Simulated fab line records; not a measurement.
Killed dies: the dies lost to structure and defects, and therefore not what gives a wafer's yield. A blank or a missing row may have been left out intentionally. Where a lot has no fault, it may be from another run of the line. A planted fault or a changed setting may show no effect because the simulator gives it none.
A struck lot beside a sound one / flow sky130 / 31 steps out of a route of 708
Sound: wafers L494.1, L494.2, L494.6. Struck: wafers L480.1, L480.4. (L480.3 of the same lot was not struck and is left out.) The cause comes at the end.
At each step with rows: each side's tool, then ch and its chambers, then its first start. Under that, the readings that differ: sound wafers / struck wafers / difference of the means / sigmas: that difference in standard deviations of wafers without a fault.
alike: readings whose means differ by less than 2 such deviations, and words and numbers that are the same on both sides. not compared: withheld readings, readings that some wafer has no value for, bounds like >300 that may hide the same value, and numbers for which the record gives no deviation and whose values overlap.
A row with sigmas, a row that says differs or no value, or rows on one side alone: a step with any of these is where the two part. When numbers do not overlap yet have no deviation, they are printed without sigmas and do not part them. A reading missing from all wafers of one side parts the sides only when that side holds two or more wafers.

first, 9 steps without rows for these wafers: SKY_SD_N_DEHYDRATE_00 (time 60 s); SKY_SD_N_HMDS_01 (prime time 60 s); SKY_SD_N_COAT_02 (resist thk 1140 nm); SKY_SD_N_SOFTBAKE_03 (time 60 s); SKY_SD_N_EXPOSE_04 (exposes mask NSDM, target cd 380 nm); SKY_SD_N_PEB_05; SKY_SD_N_DEVELOP_06 (develop time 60 s); SKY_SD_N_IMPLANT_09; SKY_SD_N_IMPLANT_10.
SKY_SD_N_STRIP_11: strips in O2/N2.
  sound on plasmaAsher-04 ch 0,1, day 33 22:01; struck on plasmaAsher-03 ch 0, day 29 15:44
reading=drypumpMotorCurrentA (A); sound=5.9 5.3 5.3; struck=6.8 6.8; difference=+1.3; sigmas=+3
  alike: oesProductAu, stripTimeToEndpointS
  not compared: rfHoursCounterH
then, 20 steps without rows for these wafers: SKY_SD_N_CLEAN_13 (cleans in SC1/SC2, time 150 s); SKY_SD_N_RTA_14 (time 2 s); SKY_SALICIDE_CLEAN_00 (cleans in HF-last, time 30 s); SKY_LI_CONTACT_HDPCVD_00 (deposits PSG, target thk 930 nm, time 150 s); SKY_LI_CONTACT_CMP_02 (polishes PSG); SKY_LI_CONTACT_DEHYDRATE_04 (time 60 s); SKY_LI_CONTACT_HMDS_05 (prime time 60 s); SKY_LI_CONTACT_COAT_06 (resist thk 60 nm); SKY_LI_CONTACT_COAT_07 (resist thk 450 nm); SKY_LI_CONTACT_SOFTBAKE_08 (time 90 s); SKY_LI_CONTACT_EXPOSE_09 (exposes mask LICM1, target cd 170 nm); SKY_LI_CONTACT_PEB_10; SKY_LI_CONTACT_DEVELOP_11 (develop time 60 s); SKY_LI_CONTACT_ETCH_14 (etches BARC in N2/H2, stops on SiO2, time 45.9 s, target depth 60 nm); SKY_LI_CONTACT_ETCH_15 (etches PSG in C4F8/O2/Ar, stops on Si, target depth 600 nm); SKY_LI_CONTACT_STRIP_16 (strips in O2/N2); SKY_LI_CONTACT_CLEAN_17 (cleans in NMP, time 600 s); SKY_LI_CONTACT_PRE_CLEAN_18 (time 5.6 s); SKY_LI_CONTACT_SPUTTER_19 (material Ti, target thk 20 nm, time 106.37 s); SKY_LI_CONTACT_SPUTTER_20 (material TiN, target thk 20 nm, time 80 s).
-- the record jumps here: 18 days lie between the struck wafers' starts before and after (it left off in module LI_CONTACT and takes up again in module PAD_OPEN, whose first step shown is number 708 of the route) --
SKY_PAD_OPEN_PROBE_99:
  rows exist in the record for the struck wafers here (prober-02, day 47 05:20), but not for the sound ones

== WHERE THEY PART ==
Last at SKY_PAD_OPEN_PROBE_99 as far as this record goes, first at SKY_SD_N_STRIP_11.

WHY: what had been put in by the simulator
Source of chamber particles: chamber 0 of plasmaAsher-03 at SKY_SD_N_STRIP_11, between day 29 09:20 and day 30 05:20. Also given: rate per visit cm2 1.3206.
